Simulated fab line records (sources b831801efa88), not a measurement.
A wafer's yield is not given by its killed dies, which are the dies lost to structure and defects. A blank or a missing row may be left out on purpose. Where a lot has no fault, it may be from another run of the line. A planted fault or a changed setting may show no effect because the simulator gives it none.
What tool caused it? | flow gf180mcu | 21 wafers from 7 lots sampled at 2 of the route's 602 steps

WHAT EACH GAUGE READ, for each wafer
GF_CONTACT_CD_MEAS_14 targets a cd of 220 nm.
lot  | measured     | on        | cd nm (nm)
L436 | day 17 00:39 | cd sem-02 | 219.5 217.7 217.1
L440 | day 18 04:47 | cd sem-01 | 221.0 220.9 220.7
L442 | day 19 04:31 | cd sem-02 | 220.2 219.7 220.3
L444 | day 19 15:48 | cd sem-01 | 218.6 219.2 220.0
L449 | day 21 13:52 | cd sem-02 | 252.4 254.8 253.7
L452 | day 22 09:58 | cd sem-01 | 241.2 242.0 241.4
L457 | day 24 03:15 | cd sem-02 | 221.2 221.5 221.6

TOOL THAT RAN EACH LOT (tool first, then ch and the chambers of the sampled wafers, then the start)
lot  | GF_CONTACT_EXPOSE_11
L436 | krf scanner-01 ch 0, day 16 12:56
L440 | krf scanner-01 ch 0, day 17 17:07
L442 | krf scanner-02 ch 0, day 18 16:22
L444 | krf scanner-02 ch 0, day 19 03:29
L449 | krf scanner-01 ch 0, day 21 02:01
L452 | krf scanner-01 ch 0, day 21 22:41
L457 | krf scanner-02 ch 0, day 23 16:16
- GF_CONTACT_EXPOSE_11: exposes mask Contact, target cd 220 nm.

THE ANSWER, worked out from the rows above alone
Rule: what is usual is taken from the lots themselves. Put in order of their means at a reading, lots are off if they are a third of the lots or fewer, leave a main group of 4 or more, and stand apart from it by a gap of 3 or more times the standard deviation of the main group's means; of several such gaps the widest counts. Not used: any main group whose means are identical at the precision the tables above print for the reading. A lot without any number at a reading at which 4 lots or more have one is off too. Any other lot the step has rows for is counted as sound.
Off, at GF_CONTACT_CD_MEAS_14 on cd nm: L449, L452. The main group has a mean of 219.9 nm with a standard deviation of 1.2.
A tool fits if, at a process step before that reading, it ran every lot that is off, and no sound lot after the first of them. Gauges at GF_CONTACT_CD_MEAS_14: tried the same way as those tools. One fits: krf scanner-01 at GF_CONTACT_EXPOSE_11. A fault onset in the window from L440 (day 17 17:07, its last sound lot) to L449 (day 21 02:01, its first lot off) fits.

WHAT HAD BEEN PUT IN BY THE SIMULATOR
Drift in process parameters on krf scanner-01 at GF_CONTACT_EXPOSE_11, starting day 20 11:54. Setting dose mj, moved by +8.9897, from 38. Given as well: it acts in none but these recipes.
Shown lots that were struck: L449, L452. The rule given above showed the same thing.
